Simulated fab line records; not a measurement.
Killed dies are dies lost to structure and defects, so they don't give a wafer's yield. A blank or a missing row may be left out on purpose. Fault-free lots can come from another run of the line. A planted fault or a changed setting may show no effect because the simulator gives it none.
fab line records    flow sky130
[record] lots = 6  wafers = 18  lastDay = 50
route steps=708 shown VIA2@509 PAD_OPEN@708
lots untouched by any fault: they come from a run of this same line in which no faults occurred
startH: the number of hours between the record's first day and the start of the first shown wafer of the lot    waitH: how many hours have passed since the lot's step before this one    " identical to the entry in the row above    L1.1+2: several wafers, shown together as one row    - no value, or no start was given    * or withheld: withheld    < > ~ a bound
route shown NAME@n: a module of which the file shows steps, and the number in the route of the first    usual: mean/standard deviation of fault-free wafers    same: alike in all rows    chamber/n: place in a boat    sites: the reading at each site    _std_site: their standard deviation    _edge_site: inner sites' mean taken away from outer sites' mean    radiusMm: how far each site lies from the wafer's centre    mask NAME#n: copy n    behind: the most recent tool/chamber to have shaped the wafer    hold: why the lot went on hold/how many hours it stayed there/how the hold came to an end    device: names the non-switching transistor (n, p or np)    end of line: the route-end tests of the same wafers    where a step has no rows: the recipe by itself    killed: the dies lost at the first sort to structure and to defects; this is not the yield of the wafer    map: a wafer's dies, x killed, . not, _ none there
set.NAME: the setting that was run; set.NAME@STEP: the one run at that earlier step    model.NAME: the simulator's own value behind a step, which no gauge read
lots seen at some steps along the route; tables by step, rows by wafer
services: when a tool's chamber went out of use (startH, in hours from the record's first day, below 0 if earlier), for how many hours, and the reason
[[steps]]
[step SKY_VIA2_CMP_02]
[recipe] material = SiO2  downForcePsi = 4  platenRpm = 60  padVelocityMS = 0.94248
[usual] motorCurrentA = 12.7/1.1
lot.wafer  tool    chamber  startH  waitH  motorCurrentA
L419.2     cmp-02  3        854.39  0.2    12.5
L419.5     "       0        "       "      13.8
L419.6     "       1        "       "      11.7
L420.2     cmp-02  3        855.33  0.0    13.2
L420.1     "       2        "       "      11.9
L420.6     "       0        "       "      14.1
L421.2     cmp-02  3        878.29  0.0    12.5
L421.1     "       1        "       "      11.9
L421.4     "       2        "       "      11.5
L428.4     cmp-02  2        924.91  0.0    12.7
L428.2     "       0        "       "      13.9
L428.5     "       3        "       "      13.6
L433.4     cmp-01  2        954.66  0.1    12.6
L433.2     "       0        "       "      14.4
L433.6     "       1        "       "      13.3
L434.3     cmp-01  1        971.45  0.2    12.5
L434.4     "       2        "       "      13.0
L434.2     "       0        "       "      15.5
[step SKY_VIA2_BOW_MEAS_03]
[recipe] mode = bow
[usual] VIA2_BOW = 85/7.6
lot.wafer  tool          chamber  startH  waitH  VIA2_BOW[um]
L419.2     filmMetro-01  -        854.56  0.1    81
L419.5     "             -        "       "      77
L419.6     "             -        "       "      81
L420.1     filmMetro-01  -        855.63  0.1    87
L420.2     "             -        "       "      91
L420.6     "             -        "       "      77
L421.1     filmMetro-02  -        878.59  0.1    84
L421.2     "             -        "       "      89
L421.4     "             -        "       "      83
L428.2     filmMetro-02  -        925.23  0.2    66
L428.4     "             -        "       "      66
L428.5     "             -        "       "      82
L433.2     filmMetro-02  -        954.93  0.1    94
L433.4     "             -        "       "      94
L433.6     "             -        "       "      85
L434.2     filmMetro-02  -        971.77  0.1    77
L434.3     "             -        "       "      69
L434.4     "             -        "       "      71
[step SKY_VIA2_DEHYDRATE_04]
[recipe] tempC = 200  timeS = 60
[step SKY_VIA2_HMDS_05]
[recipe] primeTimeS = 60  primeTempC = 120
[step SKY_VIA2_COAT_06]
[recipe] resist = BARC  tempC = withheld  timeS = withheld  spinRpm = 3000  resistThkNm = 60
[step SKY_VIA2_COAT_07]
[recipe] resist = KrF-thick  spinRpm = 3000  resistThkNm = 450
[step SKY_VIA2_SOFTBAKE_08]
[recipe] tempC = 100  timeS = 90  resist = KrF-thick
[step SKY_VIA2_EXPOSE_09]
[recipe] maskId = VIM2  na = 0.8  sourceShape = annular  sigmaInner = 0.55  sigmaOuter = 0.85  targetCdNm = 200  doseMj = 38
[step SKY_VIA2_PEB_10]
[recipe] pebTempC = withheld  pebTimeS = withheld  resist = KrF-thick
[step SKY_VIA2_DEVELOP_11]
[recipe] developTimeS = 58.6  resist = KrF-thick  devTempC = 21
[step SKY_VIA2_CD_MEAS_12]
[recipe] targetCdNm = 200
[usual] cdNm = 200.5/1.5
lot.wafer  tool      chamber  startH  waitH  cdNm
L419.2     cdSem-02  -        880.96  -      203.0
L419.5     "         -        "       "      202.5
L419.6     "         -        "       "      202.0
L420.1     cdSem-01  -        882.24  -      198.7
L420.2     "         -        "       "      198.3
L420.6     "         -        "       "      198.1
L421.1     cdSem-01  -        904.74  -      199.9
L421.2     "         -        "       "      199.9
L421.4     "         -        "       "      199.4
L428.2     cdSem-02  -        950.21  -      199.9
L428.4     "         -        "       "      200.7
L428.5     "         -        "       "      201.4
L433.2     cdSem-01  -        979.05  -      203.2
L433.4     "         -        "       "      202.4
L433.6     "         -        "       "      203.5
L434.2     cdSem-01  -        995.14  -      201.2
L434.3     "         -        "       "      202.7
L434.4     "         -        "       "      201.8
[step SKY_VIA2_OVL_MEAS_13]
[usual] VIA2_OVL = -2/5.4
lot.wafer  tool        chamber  startH  waitH  VIA2_OVL[nm]
L419.2     overlay-02  -        881.06  0.1    -7
L419.5     "           -        "       "      -11
L419.6     "           -        "       "      -8
L420.1     overlay-01  -        882.36  0.1    -4
L420.2     "           -        "       "      -1
L420.6     "           -        "       "      0
L421.1     overlay-01  -        904.86  0.1    6
L421.2     "           -        "       "      3
L421.4     "           -        "       "      2
L428.2     overlay-01  -        950.31  0.1    1
L428.4     "           -        "       "      -1
L428.5     "           -        "       "      -3
L433.2     overlay-02  -        979.16  0.1    3
L433.4     "           -        "       "      -1
L433.6     "           -        "       "      0
L434.2     overlay-01  -        995.25  0.1    -3
L434.3     "           -        "       "      0
L434.4     "           -        "       "      3
[step SKY_VIA2_ETCH_14]
[recipe] chemistry = N2/H2  target = BARC  ionEnergyEv = 200  sourceW = 500  biasW = 100  pressureMtorr = 30  n2FlowSccm = 100  h2FlowSccm = 200  stopOn = SiO2  timeS = 45.9  targetDepthA = 600
[usual] biasW = 100.02/0.28  chamberPressureMTorr = 30.00/0.032  drypumpMotorCurrentA = 5.8/0.5  oesProductAu = 0.855/0.0046  throttleValvePct = 13.224/0.0089
lot.wafer  tool        chamber  startH  waitH  biasW   chamberPressureMTorr  drypumpMotorCurrentA  oesProductAu  rfHoursCounterH  throttleValvePct  model.KrF-thick_of_VIA2_COAT_07.thkNm
L419.2     rieDiel-01  1        881.09  0.0    100.09  30.00                 5.7                   0.858         25               13.226            392.1
L419.5     "           1        "       "      99.54   30.00                 5.6                   0.852         -                13.211            392.9
L419.6     "           2        "       "      100.19  30.02                 5.9                   0.854         -                13.221            392.7
L420.1     rieDiel-03  2        882.39  0.0    -       -                     -                     -             -                -                 437.6
L420.2     "           0        "       "      -       -                     -                     -             -                -                 439.2
L420.6     "           1        "       "      -       -                     -                     -             -                -                 439.1
L421.1     rieDiel-01  1        904.89  0.0    -       -                     -                     -             -                -                 437.2
L421.2     "           3        "       "      -       -                     -                     -             -                -                 436.8
L421.4     "           2        "       "      -       -                     -                     -             -                -                 436.1
L428.2     rieDiel-03  3        950.34  0.0    99.81   29.96                 6.7                   0.853         6                13.232            393
L428.4     "           0        "       "      100.53  29.99                 6.6                   0.852         -                13.230            394.6
L428.5     "           3        "       "      99.86   30.00                 6.7                   0.863         -                13.219            394
L433.2     rieDiel-04  2        979.19  0.0    100.55  30.02                 6.4                   0.855         16               13.230            391.8
L433.4     "           1        "       "      99.76   30.02                 6.3                   0.849         17               13.193            391.4
L433.6     "           0        "       "      99.86   30.02                 5.0                   0.850         -                13.211            390.9
L434.2     rieDiel-04  2        995.28  0.0    99.86   29.95                 6.4                   0.854         17               13.219            389.9
L434.3     "           0        "       "      100.31  30.02                 5.0                   0.861         13               13.209            390.2
L434.4     "           1        "       "      99.86   30.01                 6.3                   0.851         17               13.229            390
[step SKY_VIA2_ETCH_15]
[recipe] target = SiO2  chemistry = C4F8/O2/Ar  targetDepthNm = 546  stopOn = TiN  maskMaterial = KrF-thick  sourceW = 1500  biasW = 1200  pressureMtorr = 40  c4f8FlowSccm = withheld  O2_flow_sccm = 6  Ar_flow_sccm = 300  timeS = 84
[usual] biasW = 1200/3.6  chamberPressureMTorr = 40.00/0.041  oesProductAu = 0.939/0.0049
lot.wafer  tool        chamber  startH  waitH  biasW  chamberPressureMTorr  oesProductAu  model.KrF-thick_of_VIA2_COAT_07.thkNm
L419.2     rieDiel-01  1        881.14  0.0    1197   39.92                 0.944         285.7
L419.5     "           1        "       "      1193   40.03                 0.937         286.1
L419.6     "           2        "       "      1199   39.96                 0.949         285.5
L420.1     rieDiel-03  2        882.44  0.0    1201   40.02                 0.381         329
L420.2     "           0        "       "      1196   39.98                 0.377         333.5
L420.6     "           1        "       "      1202   40.00                 0.381         329.1
L421.1     rieDiel-01  1        904.94  0.0    1203   40.08                 0.380         328.1
L421.2     "           3        "       "      1199   40.04                 0.370         324
L421.4     "           2        "       "      1201   39.98                 0.373         328
L428.2     rieDiel-03  3        950.39  0.0    1205   39.99                 0.937         284.2
L428.4     "           0        "       "      1192   39.98                 0.936         288.4
L428.5     "           3        "       "      1199   40.04                 0.948         284.2
L433.2     rieDiel-04  2        979.23  0.0    1198   40.05                 0.936         284.2
L433.4     "           1        "       "      1200   39.96                 0.946         284.3
L433.6     "           0        "       "      1199   39.90                 0.948         283.3
L434.2     rieDiel-04  2        995.32  0.0    1200   39.99                 0.939         281.7
L434.3     "           0        "       "      1201   39.98                 0.937         281
L434.4     "           1        "       "      1198   39.99                 0.938         282
[step SKY_VIA2_STRIP_16]
[recipe] chemistry = O2/N2  powerW = 1400  pressureMtorr = 1500  platenTempC = withheld  o2FlowSccm = 3000  n2FlowSccm = 300  overashFraction = 0.5
[usual] drypumpMotorCurrentA = 5.7/0.31  oesProductAu = 0.399/0.0049  stripTimeToEndpointS = 4.062/0.028
lot.wafer  tool            chamber  startH  waitH  drypumpMotorCurrentA  oesProductAu  rfHoursCounterH  stripTimeToEndpointS
L419.2     plasmaAsher-03  1        881.20  0.0    5.7                   0.402         42               4.074
L419.5     "               1        "       "      5.7                   0.399         -                4.081
L419.6     "               0        "       "      5.2                   0.412         -                4.071
L420.1     plasmaAsher-03  0        882.50  0.0    5.2                   0.423         43               4.546
L420.2     "               1        "       "      5.7                   0.415         43               4.575
L420.6     "               1        "       "      5.7                   0.416         -                4.521
L421.1     plasmaAsher-04  1        905.00  0.0    5.7                   0.417         110              4.514
L421.2     "               0        "       "      5.2                   0.425         110              4.474
L421.4     "               0        "       "      5.2                   0.414         -                4.520
L428.2     plasmaAsher-01  1        950.45  0.0    6.1                   0.405         79               4.067
L428.4     "               0        "       "      5.7                   0.399         -                4.100
L428.5     "               1        "       "      6.1                   0.402         -                4.061
L433.2     plasmaAsher-04  0        979.29  0.0    5.2                   0.392         117              4.067
L433.4     "               0        "       "      5.2                   0.398         -                4.067
L433.6     "               1        "       "      5.7                   0.395         -                4.051
L434.2     plasmaAsher-01  0        995.38  0.0    5.7                   0.392         83               4.042
L434.3     "               0        "       "      5.7                   0.416         -                4.019
L434.4     "               1        "       "      6.1                   0.397         -                4.037
[step SKY_VIA2_STRIP_17]
[recipe] chemistry = postEtchResidueRemover  timeS = 1200  tempC = 72.5
[step SKY_PAD_OPEN_PROBE_99]
[usual] defectLimitedYield = 82.2/1.9  killed_at_M0_to_M3 = 43/6.3  killed_at_M4_up = 3.3/1.7  killedAtContacts = 24/5.4  killedAtFrontEnd = 16/4.6  killedAtOther = 0.4/0.7  killedDies = 87/9.4  killedOnRim = 17/3.9  killedOpen = 47/6.9  killedShort = 39/6.1  sort_bin_3_pad_short = 0.9/0.45  sort_bin_5_function = 10.6/1.5  sort_bin_6_memory = 6.3/1.2  sortNPass = 405/9.4  sortYieldPct = 82.2/1.9
[same] grossDies = 492  killedAtBackSide = 0  sort_bin_4_leakage[%] = 0  sort_bin_8_speed[%] = 0
lot.wafer  tool       chamber  startH   waitH  hold                   defectLimitedYield[%]  killed_at_M0_to_M3  killed_at_M4_up  killedAtContacts  killedAtFrontEnd  killedAtOther  killedDies  killedOnRim  killedOpen  killedShort  sort_bin_3_pad_short[%]  sort_bin_5_function[%]  sort_bin_6_memory[%]  sortNPass  sortYieldPct[%]
L419.2     prober-01  -        1102.84  0.1    -                      80.7                   44                  2                28                21                0              95          21           63          32           0.4                      13.0                    5.9                   397        80.7
L419.5     prober-01  -        1102.99  0.2    -                      82.1                   37                  2                31                18                0              88          10           45          43           1.6                      10.4                    5.9                   404        82.1
L419.6     prober-01  -        1103.04  0.2    -                      80.7                   42                  4                27                20                2              95          20           49          46           1.4                      10.4                    7.5                   397        80.7
L420.1     prober-02  -        1103.45  0.1    awaitDispo/2.9h/scrap  0                      458                 8                14                12                0              492         96           39          44           0.6                      94.7                    4.7                   0          0
L420.2     prober-02  -        1103.50  0.1    awaitDispo/2.9h/scrap  0                      440                 2                25                24                1              492         96           54          39           0.8                      93.5                    5.7                   0          0
L420.6     prober-02  -        1103.70  0.2    awaitDispo/2.9h/scrap  0                      454                 5                24                9                 0              492         96           40          38           0.4                      94.1                    5.5                   0          0
L421.1     prober-01  -        1119.46  0.1    awaitDispo/3.2h/scrap  0                      440                 4                29                16                3              492         96           49          41           1.0                      91.5                    7.5                   0          0
L421.2     prober-01  -        1119.51  0.1    awaitDispo/3.2h/scrap  0                      445                 1                20                24                2              492         96           41          43           0.4                      92.5                    7.1                   0          0
L421.4     prober-01  -        1119.61  0.2    awaitDispo/3.2h/scrap  0                      454                 2                20                15                1              492         96           48          36           0.4                      93.1                    6.5                   0          0
L428.2     prober-02  -        1156.90  0.1    -                      81.7                   43                  4                26                16                1              90          18           40          46           1.2                      11.8                    5.3                   402        81.7
L428.4     prober-02  -        1157.00  0.2    -                      80.1                   40                  4                36                18                0              98          14           56          41           1.6                      10.6                    7.7                   394        80.1
L428.5     prober-02  -        1157.05  0.2    -                      80.9                   45                  4                32                13                0              94          19           56          36           0.2                      10.2                    8.7                   398        80.9
L433.2     prober-01  -        1176.37  0.1    -                      84.3                   36                  4                25                12                0              77          17           50          27           0.2                      10.4                    5.1                   415        84.3
L433.4     prober-01  -        1176.47  0.2    -                      81.3                   49                  4                26                13                0              92          16           60          32           0.8                      11.0                    6.9                   400        81.3
L433.6     prober-01  -        1176.57  0.2    -                      83.9                   38                  2                25                14                0              79          14           45          34           0.6                      10.6                    4.9                   413        83.9
L434.2     prober-02  -        1189.38  0.1    -                      85.0                   41                  5                20                7                 1              74          19           39          35           0.2                      9.1                     5.7                   418        85.0
L434.3     prober-02  -        1189.43  0.2    -                      84.8                   41                  1                19                14                0              75          13           34          41           0.4                      7.7                     7.1                   417        84.8
L434.4     prober-02  -        1189.48  0.2    -                      87.0                   34                  2                15                11                2              64          12           36          28           1.4                      8.5                     3.0                   428        87.0
// killed by level:class
L419.2 VIA1:geometricParticle:open=15 LI_CONTACT:geometricParticle:open=13 FIELD_ISO:geometricParticle:open=10 VIA1:geometricParticle:short=6 CONTACT:geometricParticle:open=6 VIA2:geometricParticle:open=6 FIELD_ISO:geometricParticle:short=5 VIA3:geometricParticle:open=5
L419.5 CONTACT:geometricParticle:open=14 METAL1:geometricParticle:short=9 LI_CONTACT:geometricParticle:open=6 LOCAL_INTERCONNECT:geometricParticle:short=5 SPACER:geometricParticle:open=4 METAL3:geometricParticle:short=4 VIA1:geometricParticle:open=4 METAL3:geometricParticle:open=4
L419.6 VIA1:geometricParticle:open=10 CONTACT:geometricParticle:open=9 CONTACT:geometricParticle:short=8 VIA2:geometricParticle:open=6 FIELD_ISO:geometricParticle:short=5 POLY_GATE:geometricParticle:open=5 POLY_GATE:geometricParticle:short=5 VIA3:geometricParticle:open=5
L420.1 VIA2:areaEtch=409 METAL1:geometricParticle:short=11 VIA1:geometricParticle:open=10 METAL2:geometricParticle:short=7 LI_CONTACT:geometricParticle:open=5 VIA1:geometricParticle:short=5 CONTACT:geometricParticle:short=5 FIELD_ISO:geometricParticle:open=4
L420.2 VIA2:areaEtch=399 CONTACT:geometricParticle:open=12 VIA1:geometricParticle:open=9 METAL1:geometricParticle:short=8 VIA2:geometricParticle:open=8 FIELD_ISO:geometricParticle:open=7 LI_CONTACT:geometricParticle:open=7 FIELD_ISO:geometricParticle:short=5
L420.6 VIA2:areaEtch=414 VIA1:geometricParticle:open=10 LI_CONTACT:geometricParticle:open=9 CONTACT:geometricParticle:open=7 METAL2:geometricParticle:short=7 METAL1:geometricParticle:short=6 FIELD_ISO:geometricParticle:short=5 METAL4:geometricParticle:short=5
L421.1 VIA2:areaEtch=400 CONTACT:geometricParticle:open=11 VIA1:geometricParticle:open=8 FIELD_ISO:geometricParticle:open=7 LI_CONTACT:geometricParticle:open=7 LOCAL_INTERCONNECT:geometricParticle:short=7 METAL2:geometricParticle:short=7 VIA3:geometricParticle:open=7
L421.2 VIA2:areaEtch=407 VIA1:geometricParticle:open=9 FIELD_ISO:geometricParticle:short=6 VIA2:geometricParticle:open=6 VIA2:geometricParticle:short=5 LI_CONTACT:geometricParticle:open=5 CONTACT:geometricParticle:open=5 VIA3:geometricParticle:open=5
L421.4 VIA2:areaEtch=408 VIA1:geometricParticle:open=13 LI_CONTACT:geometricParticle:open=9 METAL2:geometricParticle:short=8 VIA3:geometricParticle:open=7 VIA1:geometricParticle:short=6 FIELD_ISO:geometricParticle:short=5 LI_CONTACT:geometricParticle:short=4
L428.2 CONTACT:geometricParticle:open=9 VIA1:geometricParticle:open=9 METAL1:geometricParticle:short=7 LI_CONTACT:geometricParticle:open=6 CONTACT:geometricParticle:short=5 VIA3:geometricParticle:open=5 VIA1:geometricParticle:short=5 METAL2:geometricParticle:short=5
L428.4 LI_CONTACT:geometricParticle:open=15 CONTACT:geometricParticle:open=10 VIA1:geometricParticle:open=10 CONTACT:geometricParticle:short=7 METAL1:geometricParticle:short=5 VIA1:geometricParticle:short=5 METAL3:geometricParticle:short=5 VIA3:geometricParticle:open=5
L428.5 CONTACT:geometricParticle:open=13 VIA3:geometricParticle:open=11 VIA1:geometricParticle:open=10 METAL2:geometricParticle:short=7 LI_CONTACT:geometricParticle:open=7 VIA2:geometricParticle:open=6 LOCAL_INTERCONNECT:geometricParticle:short=5 METAL3:geometricParticle:short=5
L433.2 VIA2:geometricParticle:open=10 VIA1:geometricParticle:open=9 CONTACT:geometricParticle:open=8 LI_CONTACT:geometricParticle:open=7 FIELD_ISO:geometricParticle:short=5 LOCAL_INTERCONNECT:geometricParticle:short=4 CONTACT:geometricParticle:short=4 VIA3:geometricParticle:open=4
L433.4 VIA3:geometricParticle:open=15 VIA1:geometricParticle:open=10 LI_CONTACT:geometricParticle:open=8 CONTACT:geometricParticle:open=8 VIA2:geometricParticle:short=6 VIA2:geometricParticle:open=6 LOCAL_INTERCONNECT:geometricParticle:short=5 FIELD_ISO:geometricParticle:open=4
L433.6 VIA1:geometricParticle:open=12 CONTACT:geometricParticle:open=10 CONTACT:geometricParticle:short=7 LI_CONTACT:geometricParticle:open=6 FIELD_ISO:geometricParticle:short=5 METAL1:geometricParticle:short=5 VIA3:geometricParticle:open=5 FIELD_ISO:geometricParticle:open=4
L434.2 VIA2:geometricParticle:open=10 VIA1:geometricParticle:open=8 METAL1:geometricParticle:short=6 LI_CONTACT:geometricParticle:short=4 LI_CONTACT:geometricParticle:open=4 LOCAL_INTERCONNECT:geometricParticle:short=4 CONTACT:geometricParticle:open=4 METAL2:geometricParticle:short=4
L434.3 VIA1:geometricParticle:open=11 CONTACT:geometricParticle:open=6 METAL3:geometricParticle:short=6 METAL1:geometricParticle:short=5 VIA1:geometricParticle:short=5 LI_CONTACT:geometricParticle:short=4 CONTACT:geometricParticle:short=4 METAL2:geometricParticle:short=4
L434.4 VIA1:geometricParticle:open=7 FIELD_ISO:geometricParticle:open=5 LI_CONTACT:geometricParticle:open=5 CONTACT:geometricParticle:open=5 VIA1:geometricParticle:short=5 METAL2:geometricParticle:short=5 VIA3:geometricParticle:open=4 METAL1:geometricParticle:short=4
// map L420.1 (x killed, . not)
__________xxxxxxxxxx_________
________xxxxxxxxxxxxxx_______
______xxxxxxxxxxxxxxxxxx_____
_____xxxxxxxxxxxxxxxxxxxx____
____xxxxxxxxxxxxxxxxxxxxxx___
___xxxxxxxxxxxxxxxxxxxxxxxx__
__xxxxxxxxxxxxxxxxxxxxxxxxxx_
_xxxxxxxxxxxxxxxxxxxxxxxxxxxx
_xxxxxxxxxxxxxxxxxxxxxxxxxxxx
_xxxxxxxxxxxxxxxxxxxxxxxxxxxx
_xxxxxxxxxxxxxxxxxxxxxxxxxxxx
_xxxxxxxxxxxxxxxxxxxxxxxxxxxx
_xxxxxxxxxxxxxxxxxxxxxxxxxxxx
_xxxxxxxxxxxxxxxxxxxxxxxxxxxx
_xxxxxxxxxxxxxxxxxxxxxxxxxxxx
__xxxxxxxxxxxxxxxxxxxxxxxxxx_
___xxxxxxxxxxxxxxxxxxxxxxxx__
____xxxxxxxxxxxxxxxxxxxxxx___
_____xxxxxxxxxxxxxxxxxxxx____
______xxxxxxxxxxxxxxxxxx_____
________xxxxxxxxxxxxxx_______
__________xxxxxxxxxx_________
// map L421.1 (x killed, . not)
__________xxxxxxxxxx_________
________xxxxxxxxxxxxxx_______
______xxxxxxxxxxxxxxxxxx_____
_____xxxxxxxxxxxxxxxxxxxx____
____xxxxxxxxxxxxxxxxxxxxxx___
___xxxxxxxxxxxxxxxxxxxxxxxx__
__xxxxxxxxxxxxxxxxxxxxxxxxxx_
_xxxxxxxxxxxxxxxxxxxxxxxxxxxx
_xxxxxxxxxxxxxxxxxxxxxxxxxxxx
_xxxxxxxxxxxxxxxxxxxxxxxxxxxx
_xxxxxxxxxxxxxxxxxxxxxxxxxxxx
_xxxxxxxxxxxxxxxxxxxxxxxxxxxx
_xxxxxxxxxxxxxxxxxxxxxxxxxxxx
_xxxxxxxxxxxxxxxxxxxxxxxxxxxx
_xxxxxxxxxxxxxxxxxxxxxxxxxxxx
__xxxxxxxxxxxxxxxxxxxxxxxxxx_
___xxxxxxxxxxxxxxxxxxxxxxxx__
____xxxxxxxxxxxxxxxxxxxxxx___
_____xxxxxxxxxxxxxxxxxxxx____
______xxxxxxxxxxxxxxxxxx_____
________xxxxxxxxxxxxxx_______
__________xxxxxxxxxx_________
[[services]]
tool            chamber  startH  hours  kind
plasmaAsher-04  -        838.84  1.2    repair
rieDiel-04      1        842.55  1.2    repair
rieDiel-04      1        855.57  3.2    repair
cmp-01          -        879.76  11.5   repair
rieDiel-01      3        895.26  4.2    repair
plasmaAsher-01  -        901.95  2.3    repair
cmp-01          -        904.95  2.4    repair
cmp-01          -        912.00  4.0    pm
cmp-01          -        916.00  -      consumableReplace:conditioner
cmp-01          -        916.00  -      consumableReplace:pad
rieDiel-04      0        917.22  4.2    repair
cmp-01          -        932.72  3.7    repair
rieDiel-01      -        936.06  0.4    repair
cmp-02          -        941.84  3.0    repair
rieDiel-03      1        945.25  7.9    repair
cmp-02          -        950.30  9.6    repair
rieDiel-01      1        958.56  2.4    repair
rieDiel-04      -        969.63  2.8    pm
rieDiel-04      2        972.43  2.5    repair
cmp-01          -        979.45  0.2    repair
cmp-01          -        980.92  1.7    repair
cmp-01          -        982.61  6.2    pm
rieDiel-04      3        986.15  2.4    repair
[[key]]
[firstSign] step = SKY_VIA2_ETCH_14  reading = toolRecord  direction = missing
[effect] step = SKY_VIA2_ETCH_15  reading = oesProductAu  direction = down  sigmas = 99+  usual = 0.939  struck = 0.377
[effect] step = SKY_VIA2_STRIP_16  reading = stripTimeToEndpointS  direction = up  sigmas = 17  usual = *  struck = *
[effect] step = SKY_PAD_OPEN_PROBE_99  reading = killed_at_M0_to_M3  direction = up  sigmas = 65  usual = 43  struck = 448
[modelEffect] step = SKY_VIA2_ETCH_14  value = KrF-thick_of_VIA2_COAT_07.thkNm  without = 394.8  struck = 437.7
[modelEffect] step = SKY_VIA2_ETCH_15  value = KrF-thick_of_VIA2_COAT_07.thkNm  without = 285.8  struck = 328.6
[moreKillsBornAt] SKY_VIA2_ETCH_14@rieDiel-03 = 1222  SKY_VIA2_ETCH_14@rieDiel-01 = 1215
metAt SKY_VIA2_ETCH_14
struckWafers L420.1,L420.2,L420.6,L421.1,L421.2,L421.4
laterRowsLeftOut L420.1,L420.2,L420.6,L421.1,L421.2,L421.4
onsetBetween 881.09 882.39
[fault] kind = skippedStepWhole  tool = rieDiel-01,rieDiel-03  chamber = -  onsetH = 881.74  steps = SKY_VIA2_ETCH_14  scope = struckLotsOnly
// laterRowsLeftOut: the simulator's readings of these wafers behind a module that went badly wrong aren't trusted and aren't shown, but for the sort
